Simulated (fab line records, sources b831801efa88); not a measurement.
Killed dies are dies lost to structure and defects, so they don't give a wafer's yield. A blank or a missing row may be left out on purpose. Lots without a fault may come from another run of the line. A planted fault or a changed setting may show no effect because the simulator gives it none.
One fault seen from 2 desks | flow sky130 | each desk has only its own numbers; what lay behind them comes last

THE TOOL OWNER'S DESK: pecvd-02
The tool's own readings at SKY_PASSIVATION_CVD_00 (deposits SiO2, target thk 90 nm): means of the sampled wafers that have a number, for each lot that ran on this tool. A lot is out of limits, marked OUT, if its mean lies more than 4 standard deviations from the usual mean; the brackets give that distance.
Columns: A = heater_power_w at SKY_PASSIVATION_CVD_00, usual 723 W
lot  | first seen here | A
L970 | day 44 03:17    | 598
L973 | day 44 18:02    | 614
L980 | day 46 13:21    | 704
L983 | day 48 01:02    | 671
This desk's finding: nothing out of limits on any of the 4 lots.

THE METROLOGY DESK
What the gauges read, lot by lot, whatever tool the lot ran on: means of the sampled wafers that have a number. A lot is out of limits, marked OUT, if its mean lies more than 4 standard deviations from the usual mean; the brackets give that distance.
Columns: A = VIA4_OVL at SKY_VIA4_OVL_MEAS_11, usual -0.6 nm; B = METAL5_ALCU_RS at SKY_METAL5_RS_MEAS_05, usual 0.02693 ohm/sq; C = PASSIVATION_CVD_00_THK at SKY_PASSIVATION_THK_MEAS_01, usual 90.6 nm
lot  | first seen here | A    | B       | C
L970 | day 43 01:44    | 1.4  | 0.02703 | 90.9
L971 | day 43 05:10    | 0.2  | 0.02711 | 90.9
L973 | day 43 16:44    | 0.0  | 0.02690 | 92.1
L980 | day 45 13:37    | -0.2 | 0.02670 | 109.0 (+17) OUT
L983 | day 47 03:34    | 0.4  | 0.02683 | 100.1 (+8.6) OUT
L984 | day 47 05:10    | -2.0 | 0.02745 | 90.4
L985 | day 47 05:28    | -0.3 | 0.02687 | 90.8
L986 | day 47 06:52    | -0.4 | 0.02710 | 90.8
L987 | day 47 07:26    | -1.6 | 0.02657 | 90.2
L989 | day 47 12:10    | 2.4  | 0.02690 | 89.8
L991 | day 48 05:59    | 0.1  | 0.02703 | 90.1
This desk's finding: out of limits on L980, L983; first on L980, day 46 13:23 (PASSIVATION_CVD_00_THK at SKY_PASSIVATION_THK_MEAS_01). In limits: L970, L971, L973, L984, L985, L986, L987, L989, L991.

PUT TOGETHER
The metrology desk could have raised an alarm at day 46 13:23, on L980, L983.
The tool owner's desk saw nothing out of limits.
The tool owner's desk has L980, L983 on record, within its limits.
Of the lots named, all ran SKY_PASSIVATION_CVD_00 on pecvd-02.

WHAT THE SIMULATOR HAD PUT IN
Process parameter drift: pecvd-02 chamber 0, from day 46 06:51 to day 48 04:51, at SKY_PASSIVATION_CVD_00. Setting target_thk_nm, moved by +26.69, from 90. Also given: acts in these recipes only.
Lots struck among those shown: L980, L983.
Hours from the fault's start to each desk's first reading out of limits: the metrology desk, 7.
